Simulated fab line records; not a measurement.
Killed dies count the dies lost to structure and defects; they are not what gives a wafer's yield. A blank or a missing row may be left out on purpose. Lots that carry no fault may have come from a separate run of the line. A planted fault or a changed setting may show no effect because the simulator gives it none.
A struck lot beside a sound one || flow gf180mcu || 18 out of 602 route steps
Sound: the wafers L670.2, L670.4, L670.5. Struck: wafers L671.3, L671.5. (L671.4 of the same lot was not struck and is left out.) The cause comes at the end.
At each step with rows: each side's tool, then ch and its chambers, then its first start. Under that, the readings that differ: sound wafers || struck wafers || difference of the means || sigmas: that difference in standard deviations of wafers without a fault.
alike: readings whose means differ by less than 2 such deviations, and words and numbers that are the same on both sides. not compared: withheld readings, readings that some wafer has no value for, bounds like >300 that may hide the same value, and numbers for which the record gives no deviation and whose values overlap.
The two part at a step that has a row with sigmas, a row that says differs or no value, or rows on one side only. When numbers do not overlap yet have no deviation, they are printed without sigmas and do not part them. A reading missing from all wafers of one side parts the sides only when that side holds two or more wafers.

first, 3 steps without rows for these wafers: GF_V2_EXPOSE_11 (exposes mask Via2, target cd 260 nm); GF_V2_PEB_12 (peb time 90 s); GF_V2_DEVELOP_13 (develop time 60 s).
GF_V2_CD_MEAS_14: target cd 260 nm.
  struck on cd sem-02, day 23 09:17; sound on cd sem-01, day 22 23:43
  alike: cd nm
GF_V2_OVL_MEAS_15:
  struck on overlay-01, day 23 09:22; sound on overlay-02, day 22 23:49
  alike: V2_OVL
GF_V2_ETCH_16: etches BARC in N2/H2.
  sound on rie diel-04 ch 0,1,3, day 22 23:51; struck on rie diel-01 ch 3, day 23 09:23
  alike: bias w, drypump motor current A, h2 flow sccm, oes product au, throttle valve pct
GF_V2_ETCH_17: etches SiO2 in C4F8/O2/Ar, stops on TiN, target depth 630 nm.
  sound on rie diel-04 ch 0,1,3; struck on rie diel-01 ch 3
  alike: bias w, oes product au
GF_V2_STRIP_18: strips in O2/N2.
  sound on plasma asher-01 ch 0,1, day 22 23:59; struck on plasma asher-03 ch 0, day 23 09:34
  alike: drypump motor current A, heater power w, oes product au
  not compared: rf hours counter h
then, 2 steps without rows for these wafers: GF_V2_STRIP_19 (strips in post etch residue remover, time 1200 s); GF_V2_CLEAN_20 (cleans in DIW).
GF_V2_SPUTTER_21: material Ti, target thk 15 nm, time 80.02 s.
  struck on pvd sputter-03, day 23 10:05; sound on pvd sputter-03, day 23 00:32
  alike: cathode dc power W, throttle valve pct
GF_V2_SPUTTER_22: material TiN, target thk 10 nm, time 40 s.
  struck on pvd sputter-03, day 23 10:10; sound on pvd sputter-03, day 23 00:35
  alike: cathode dc power W, throttle valve pct
GF_V2_CVD_23: deposits W, target thk 350 nm, time 104.94 s.
  sound on cvd w-01 ch 0,1, day 23 00:38; struck on cvd w-01 ch 1, day 23 10:14
{"reading": "susceptor temp C (C)", "sound": "400.15 399.57 399.79", "struck": "388.33 388.95", "difference": -11.20, "sigmas": -45}
{"reading": "model.W_of_V2_CVD_23.thk nm (nm)", "sound": "350.7 351 343.4", "struck": "287.2 288.8", "difference": -60.4, "sigmas": ""}
  alike: chamber pressure Torr, heater power w
GF_V2_RS_MEAS_24: the measuring method here is four-point-probe.
  struck on film metro-01, day 23 10:21; sound on film metro-03, day 23 00:46
{"reading": "V2_W_RS (ohm/sq)", "sound": "0.3266 0.3258 0.3336", "struck": "0.3995 0.3971", "difference": "+0.0696", "sigmas": "+23"}
GF_V2_THK_MEAS_25: measures by xrf.
  struck on film metro-01, day 23 10:27; sound on film metro-03, day 23 00:52
{"reading": "V2_W_THK (nm)", "sound": "352 354 346", "struck": "290 293", "difference": -59, "sigmas": -14}
GF_V2_CMP_26: polishes, stops on SiO2, t overpolish 15 s, target thk 0 nm.
  sound on cmp-01 ch 0,1,3, day 23 00:58; struck on cmp-01 ch 3, day 23 10:29
{"reading": "time to endpoint s (s)", "sound": "79.8 83.9 85.8", "struck": "66.5 68.6", "difference": -15.6, "sigmas": -5}
  alike: head pressure psi, motor current A
then, 1 step without rows for these wafers: GF_M3_SPUTTER_00 (material Ti, target thk 37.5 nm, time 150 s).
-- the record jumps here: 8 days lie between the struck wafers' starts before and after (it left off in module M3 and takes up again in module PASSIVATION, whose first step shown is number 602 of the route) --
GF_PASSIVATION_PROBE_99:
  rows exist in the record for the struck wafers here (prober-01, day 31 11:05), but not for the sound ones

## WHERE THEY PART
Earliest at GF_V2_CVD_23; latest, in this record, at GF_PASSIVATION_PROBE_99.

WHY: whatever the simulator had introduced
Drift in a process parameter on cvd w-01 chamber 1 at GF_V2_CVD_23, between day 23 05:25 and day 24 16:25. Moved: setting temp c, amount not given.
